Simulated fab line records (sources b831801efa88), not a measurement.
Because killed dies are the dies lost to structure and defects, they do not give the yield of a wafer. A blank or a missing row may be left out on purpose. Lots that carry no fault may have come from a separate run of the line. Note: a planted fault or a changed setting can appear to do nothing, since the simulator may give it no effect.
The tool behind it: which one? + flow gf180mcu + 11 lots with 33 wafers sampled at 5 steps, on a route of 602 steps

WHAT THE GAUGES SHOWED, per wafer
GF_V4_RS_MEAS_24: measures by four-point-probe. Usual: for V4_W_RS the level is 0.329 ohm/sq and the standard deviation is 0.0031.
| lot  | measured     | on            | V4_W_RS (ohm/sq)  | flag |
|------|--------------|---------------|-------------------|------|
| L916 | day 24 01:49 | film-metro-03 | 0.328 0.329 0.328 |      |
| L917 | day 25 07:39 | film-metro-02 | 0.324 0.327 0.325 |      |
| L920 | day 25 23:49 | film-metro-02 | 0.330 0.329 0.330 |      |
| L926 | day 27 11:04 | film-metro-04 | 0.328 0.334 0.334 |      |
| L927 | day 27 23:00 | film-metro-02 | 0.328 0.325 0.328 |      |
| L928 | day 28 12:57 | film-metro-03 | 0.330 0.323 0.329 |      |
| L929 | day 28 13:41 | film-metro-04 | 0.331 0.329 0.329 |      |
| L930 | day 29 00:20 | film-metro-02 | 0.333 0.331 0.331 |      |
| L931 | day 29 03:32 | film-metro-04 | 0.328 0.333 0.332 |      |
| L935 | day 30 13:47 | film-metro-02 | 0.324 0.326 0.323 |      |
| L937 | day 30 20:19 | film-metro-02 | 0.327 0.327 0.324 |      |

GF_MIM_THK_MEAS_11: measures by xrf. Usual: for MIM_ALCU_THK the level is 201.2 nm and the standard deviation is 2.5.
| lot  | measured     | on            | MIM_ALCU_THK (nm) | flag |
|------|--------------|---------------|-------------------|------|
| L916 | day 24 02:50 | film-metro-03 | 197.9 197.0 197.5 |      |
| L917 | day 25 08:40 | film-metro-01 | 200.1 201.1 196.2 |      |
| L920 | day 26 00:50 | film-metro-02 | 197.5 199.8 200.6 |      |
| L926 | day 27 12:04 | film-metro-01 | 198.8 199.7 199.3 |      |
| L927 | day 28 00:01 | film-metro-02 | 202.7 202.3 204.5 |      |
| L928 | day 28 13:58 | film-metro-02 | 202.0 197.2 200.8 |      |
| L929 | day 28 14:41 | film-metro-01 | 202.7 201.6 203.1 |      |
| L930 | day 29 01:21 | film-metro-03 | 199.3 203.5 201.2 |      |
| L931 | day 29 04:32 | film-metro-02 | 199.3 201.4 199.7 |      |
| L935 | day 30 14:48 | film-metro-03 | 195.0 200.4 200.8 |      |
| L937 | day 30 21:20 | film-metro-02 | 200.4 203.1 200.2 |      |

GF_V5_CD_MEAS_14: the cd target is 260 nm. Usual: cd-nm at 260.0 nm, with a standard deviation of 1.1.
| lot  | measured     | on        | cd-nm (nm)                          | flag |
|------|--------------|-----------|-------------------------------------|------|
| L916 | day 26 22:28 | cd-sem-01 | 259.0 261.1 260.1                   |      |
| L917 | day 28 02:22 | cd-sem-01 | 260.3 259.4 261.7                   |      |
| L920 | day 28 17:08 | cd-sem-01 | 259.9 259.6 258.9                   |      |
| L926 | day 29 22:58 | cd-sem-01 | 260.2 259.7 259.2                   |      |
| L927 | day 30 08:38 | cd-sem-01 | 256.0 256.0 256.1                   | OFF  |
| L928 | day 30 21:53 | cd-sem-02 | 255.2 255.1 255.2 255.4 255.2 254.8 | OFF  |
| L929 | day 30 22:16 | cd-sem-02 | 263.0 261.3 262.5                   |      |
| L930 | day 31 08:50 | cd-sem-02 | 261.1 261.9 259.5                   |      |
| L931 | day 31 12:35 | cd-sem-01 | 258.7 258.6 258.7                   |      |
| L935 | day 32 18:32 | cd-sem-02 | 259.2 260.1 260.7                   |      |
| L937 | day 33 01:25 | cd-sem-02 | 258.9 259.2 258.2                   |      |

WHICH TOOL RAN EACH LOT (tool, then ch and the chambers of the sampled wafers, then the start)
| lot  | GF_MIM_SPUTTER_03            | GF_V5_COAT_09                     |
|------|------------------------------|-----------------------------------|
| L916 | pvd-sputter-03, day 24 02:28 | litho-track-03 ch 0, day 26 10:00 |
| L917 | pvd-sputter-03, day 25 08:17 | litho-track-04 ch 0, day 27 15:00 |
| L920 | pvd-sputter-01, day 26 00:26 | litho-track-04 ch 0, day 28 06:00 |
| L926 | pvd-sputter-03, day 27 11:41 | litho-track-01 ch 0, day 29 14:00 |
| L927 | pvd-sputter-01, day 27 23:38 | litho-track-04 ch 0, day 29 23:00 |
| L928 | pvd-sputter-01, day 28 13:35 | litho-track-04 ch 0, day 30 13:00 |
| L929 | pvd-sputter-04, day 28 14:19 | litho-track-01 ch 0, day 30 14:00 |
| L930 | pvd-sputter-03, day 29 00:58 | litho-track-01 ch 0, day 30 23:00 |
| L931 | pvd-sputter-01, day 29 04:07 | litho-track-01 ch 0, day 31 03:00 |
| L935 | pvd-sputter-01, day 30 14:26 | litho-track-03 ch 0, day 32 09:00 |
| L937 | pvd-sputter-04, day 30 20:57 | litho-track-01 ch 0, day 32 17:00 |
- GF_MIM_SPUTTER_03: material Ti, target thk 10 nm, time 6.7 s.
- GF_V5_COAT_09: resist thk 1000 nm.

AS READ BY THE TOOLS THEMSELVES (means over the sampled wafers that have a number; for cases with no such wafer, the mark the record gives instead)
GF_MIM_SPUTTER_03. Usual: throttle-valve-pct at 30.6 %, with a standard deviation of 0.72.
| lot  | tool           | throttle-valve-pct (%) | flag |
|------|----------------|------------------------|------|
| L916 | pvd-sputter-03 | 30.4                   |      |
| L917 | pvd-sputter-03 | 30.6                   |      |
| L920 | pvd-sputter-01 | 30.5                   |      |
| L926 | pvd-sputter-03 | 30.9                   |      |
| L927 | pvd-sputter-01 | 30.7                   |      |
| L928 | pvd-sputter-01 | 30.9                   |      |
| L929 | pvd-sputter-04 | 29.5                   |      |
| L930 | pvd-sputter-03 | 30.8                   |      |
| L931 | pvd-sputter-01 | 31.1                   |      |
| L935 | pvd-sputter-01 | 30.9                   |      |
| L937 | pvd-sputter-04 | 30.4                   |      |

GF_V5_COAT_09. Usual: chill-plate-temp-C at 23.01 C, with a standard deviation of 0.11.
| lot  | tool           | chill-plate-temp-C (C) | flag |
|------|----------------|------------------------|------|
| L916 | litho-track-03 | 23.10                  |      |
| L917 | litho-track-04 | 22.97                  |      |
| L920 | litho-track-04 | 22.88                  |      |
| L926 | litho-track-01 | 23.02                  |      |
| L927 | litho-track-04 | 22.93                  |      |
| L928 | litho-track-04 | 23.07                  |      |
| L929 | litho-track-01 | 22.95                  |      |
| L930 | litho-track-01 | 23.00                  |      |
| L931 | litho-track-01 | 23.02                  |      |
| L935 | litho-track-03 | 22.95                  |      |
| L937 | litho-track-01 | 22.92                  |      |

THE ANSWER, worked out from the rows above alone
Rule: take the mean of a lot's wafers that have a number; if it is more than 3 standard deviations from the usual mean, the lot is off. Also off: a lot with no number at a reading for which 4 or more lots have one. The other lots that the step has rows for count as sound. Order of review: gauges by route order, followed by the tools' own readings, for which a lot's mean as printed above is used. The first step at which some lot is off is used, and at that step the reading that is off furthest; a lot without a number counts as furthest.
Off: L927, L928, at GF_V5_CD_MEAS_14 (cd-nm).
A tool fits if, at a process step before that reading, it ran every lot that is off, and no sound lot after the first of them. Those tools and the gauges at GF_V5_CD_MEAS_14 are tried in the same way. One candidate fits, namely litho-track-04 at GF_V5_COAT_09. A fault onset in the window from L920 (day 28 06:00, its last sound lot) to L927 (day 29 23:00, its first lot off) fits.

WHAT WAS PUT IN BY THE SIMULATOR
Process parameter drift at GF_V5_COAT_09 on litho-track-04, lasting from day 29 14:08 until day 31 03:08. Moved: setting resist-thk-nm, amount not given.
Shown lots that were struck: L927, L928. Same finding as the rule above.
